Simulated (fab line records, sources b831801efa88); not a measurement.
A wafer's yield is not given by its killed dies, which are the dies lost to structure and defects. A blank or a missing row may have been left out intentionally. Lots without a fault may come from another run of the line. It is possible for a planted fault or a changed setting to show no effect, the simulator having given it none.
Which tool is to blame? + flow sfq line + 15 lots with 45 wafers sampled at 3 steps, on a route of 325 steps

== WHAT THE GAUGES READ, wafer by wafer ==
SFQ_M4_RS_MEAS_924: measurement is done with a four-point probe. Usual: M4_NB_RS typically reads 0.892 ohm/sq, with standard deviation 0.014.
| lot  | measured     | on            | M4_NB_RS (ohm/sq) | flag |
|------|--------------|---------------|-------------------|------|
| L376 | day 41 00:43 | film metro-03 | 0.875 0.866 0.903 |      |
| L378 | day 42 18:19 | film metro-04 | 0.876 0.881 0.910 |      |
| L379 | day 43 13:29 | film metro-03 | 0.895 0.905 0.910 |      |
| L380 | day 43 20:54 | film metro-02 | 0.885 0.879 0.909 |      |
| L381 | day 44 18:25 | film metro-04 | 0.926 0.906 0.890 |      |
| L383 | day 45 19:58 | film metro-02 | 0.901 0.890 0.893 |      |
| L384 | day 46 06:45 | film metro-02 | 0.914 0.919 0.886 |      |
| L389 | day 47 18:53 | film metro-03 | 0.903 0.882 0.904 |      |
| L391 | day 48 16:37 | film metro-02 | 0.905 0.916 0.919 |      |
| L392 | day 49 04:47 | film metro-03 | 0.882 0.895 0.867 |      |
| L393 | day 49 08:16 | film metro-03 | 0.907 0.882 0.881 |      |
| L394 | day 49 10:36 | film metro-04 | 0.884 0.875 0.899 |      |
| L395 | day 50 01:02 | film metro-04 | 0.877 0.883 0.900 |      |
| L396 | day 50 13:02 | film metro-04 | 0.897 0.878 0.871 |      |
| L399 | day 51 02:12 | film metro-04 | 0.888 0.905 0.884 |      |

SFQ_I4_BOW_MEAS_927. Usual: I4_BOW typically reads 5 um, with standard deviation 9.3.
| lot  | measured     | on            | I4_BOW (um) | flag |
|------|--------------|---------------|-------------|------|
| L376 | day 42 00:22 | film metro-01 | -4 2 0      |      |
| L378 | day 43 11:49 | film metro-04 | -2 3 14     |      |
| L379 | day 44 11:47 | film metro-01 | -5 2 -4     |      |
| L380 | day 44 17:48 | film metro-03 | 10 17 21    |      |
| L381 | day 45 08:16 | film metro-03 | 10 23 21    |      |
| L383 | day 52 00:32 | film metro-04 | 7 -5 3      |      |
| L384 | day 52 07:43 | film metro-04 | -2 10 -5    |      |
| L389 | day 54 02:28 | film metro-03 | 11 -1 -1    |      |
| L391 | day 54 07:41 | film metro-01 | -2 13 6     |      |
| L392 | day 54 08:28 | film metro-04 | -6 -13 -4   |      |
| L393 | day 54 11:31 | film metro-03 | 18 8 0      |      |
| L394 | day 54 13:40 | film metro-01 | 3 14 5      |      |
| L395 | day 54 16:41 | film metro-03 | -4 4 4      |      |
| L396 | day 54 17:29 | film metro-01 | 11 1 13     |      |
| L399 | day 55 01:40 | film metro-03 | 7 1 13      |      |

== WHAT TOOL EACH LOT RAN ON (gives the tool, then ch and the chambers of the sampled wafers, and finally the start) ==
| lot  | SFQ_TRILAYER_I3_DEP_PECVD_081   |
|------|---------------------------------|
| L376 | pecvd-02 ch 0,2, day 35 10:23   |
| L378 | pecvd-02 ch 0,1,2, day 37 01:03 |
| L379 | pecvd-02 ch 0,1, day 37 11:24   |
| L380 | pecvd-01 ch 0,1,2, day 37 15:00 |
| L381 | pecvd-03 ch 0,1,2, day 38 09:08 |
| L383 | pecvd-02 ch 0,1, day 39 01:54   |
| L384 | pecvd-03 ch 0,1,2, day 39 11:30 |
| L389 | pecvd-02 ch 0,1, day 41 05:11   |
| L391 | pecvd-03 ch 1,2, day 42 09:47   |
| L392 | pecvd-02 ch 0,1,2, day 42 21:23 |
| L393 | pecvd-02 ch 0,1,2, day 42 23:02 |
| L394 | pecvd-01 ch 0,1,2, day 43 02:35 |
| L395 | pecvd-01 ch 0,1,2, day 43 15:47 |
| L396 | pecvd-02 ch 0,1,2, day 44 00:11 |
| L399 | pecvd-01 ch 0,1,2, day 44 15:55 |
- SFQ_TRILAYER_I3_DEP_PECVD_081: deposits SiO2 from SiH4/N2O, time 111.11 s, target thk 500 nm.

== AS READ BY THE TOOLS THEMSELVES (means over the sampled wafers that have a number; for cases with no such wafer, the mark the record gives instead) ==
SFQ_TRILAYER_I3_DEP_PECVD_081. Usual: heater power w 90 W, standard deviation 11; throttle valve pct 24.6 %, standard deviation 1.4.
| lot  | tool     | heater power w (W) | throttle valve pct (%) | flag |
|------|----------|--------------------|------------------------|------|
| L376 | pecvd-02 | 99                 | 24.2                   |      |
| L378 | pecvd-02 | 94                 | 23.8                   |      |
| L379 | pecvd-02 | 97                 | 23.1                   |      |
| L380 | pecvd-01 | 73                 | 24.1                   |      |
| L381 | pecvd-03 | 85                 | 26.4                   |      |
| L383 | pecvd-02 | 94                 | 23.2                   |      |
| L384 | pecvd-03 | 96                 | 26.3                   |      |
| L389 | pecvd-02 | 91                 | 23.2                   |      |
| L391 | pecvd-03 | 88                 | 25.7                   |      |
| L392 | pecvd-02 | 92                 | 24.1                   |      |
| L393 | pecvd-02 | 96                 | 24.1                   |      |
| L394 | pecvd-01 | 78                 | 24.3                   |      |
| L395 | pecvd-01 | 76                 | 24.4                   |      |
| L396 | pecvd-02 | 102                | 24.2                   |      |
| L399 | pecvd-01 | 79                 | 24.3                   |      |

== THE ANSWER, worked out from the rows above alone ==
Rule: take the mean of a lot's wafers that have a number; if it is more than 3 standard deviations from the usual mean, the lot is off. A lot without any number at a reading at which 4 lots or more have one is off too. All remaining lots with rows at the step are treated as sound. Order of review: gauges by route order, followed by the tools' own readings, for which a lot's mean as printed above is used. At the first step where some lot is off, the reading lying furthest off is the one used; lots without a number count as furthest.
None of the lots is off at any reading shown; this tells nothing.

== WHAT THE SIMULATOR HAD PUT IN ==
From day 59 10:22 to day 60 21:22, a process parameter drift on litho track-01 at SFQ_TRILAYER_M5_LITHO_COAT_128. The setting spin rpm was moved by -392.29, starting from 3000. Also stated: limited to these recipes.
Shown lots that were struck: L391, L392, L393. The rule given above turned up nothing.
